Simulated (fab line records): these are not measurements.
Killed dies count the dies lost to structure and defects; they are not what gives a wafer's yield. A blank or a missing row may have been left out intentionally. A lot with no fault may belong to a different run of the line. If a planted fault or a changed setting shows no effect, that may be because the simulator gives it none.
Chamber matching	flow gf180mcu	3 sister chambers for GF_MIM_CVD_05 on pecvd-01
The step deposits Si3N4, target thk 42 nm, time 29.086 s. 16 wafers are shown with their chamber, then 8 later ones without.

## WAFERS WITH THEIR CHAMBER
wafer	chamber	heaterPowerW (W)
L530.1	1	668
L530.4	0	849
L530.6	2	725
L531.1	0	861
L531.5	2	673
L531.6	1	661
L533.1	1	647
L533.3	2	652
L533.4	1	655
L536.1	1	680
L536.5	0	739
L536.6	2	685
L538.4	1	664
L538.5	0	881
L538.6	2	667
L541.3	1	680

SIGNATURES, as means of the wafers listed above
reading	chamber 0	chamber 1	chamber 2	scatter within a chamber
heaterPowerW	832.50	665.00	680.40	35.2
Rule: distance of a wafer from a chamber = root of the sum over the readings of ((wafer's reading minus chamber's mean) / reading's scatter) squared. If the next closest chamber is less than 2 further off than the closest, the wafer can't be placed; otherwise it belongs to the closest. The scatter is the square root of a quotient: the sum, over the shown wafers, of each reading's squared deviation from its chamber's mean, divided by wafers minus chambers.

## WAFERS WITH NO CHAMBER GIVEN
wafer	heaterPowerW (W)
L541.4	695
L541.5	812
L542.1	592
L542.3	713
L542.4	568
L552.2	671
L552.3	903
L552.4	713

## THE CHAMBER EACH PASSED THROUGH
wafer	from the rows above	in truth
L541.4	can't be placed: 2 or 1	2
L541.5	0	0
L542.1	can't be placed: 1 or 2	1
L542.3	can't be placed: 2 or 1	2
L542.4	can't be placed: 1 or 2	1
L552.2	can't be placed: 1 or 2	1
L552.3	0	0
L552.4	can't be placed: 2 or 1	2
2 of 8 placed correctly. Not placeable from these rows: 6 (in 6, the candidates include the true chamber). Placed wrongly: 0.
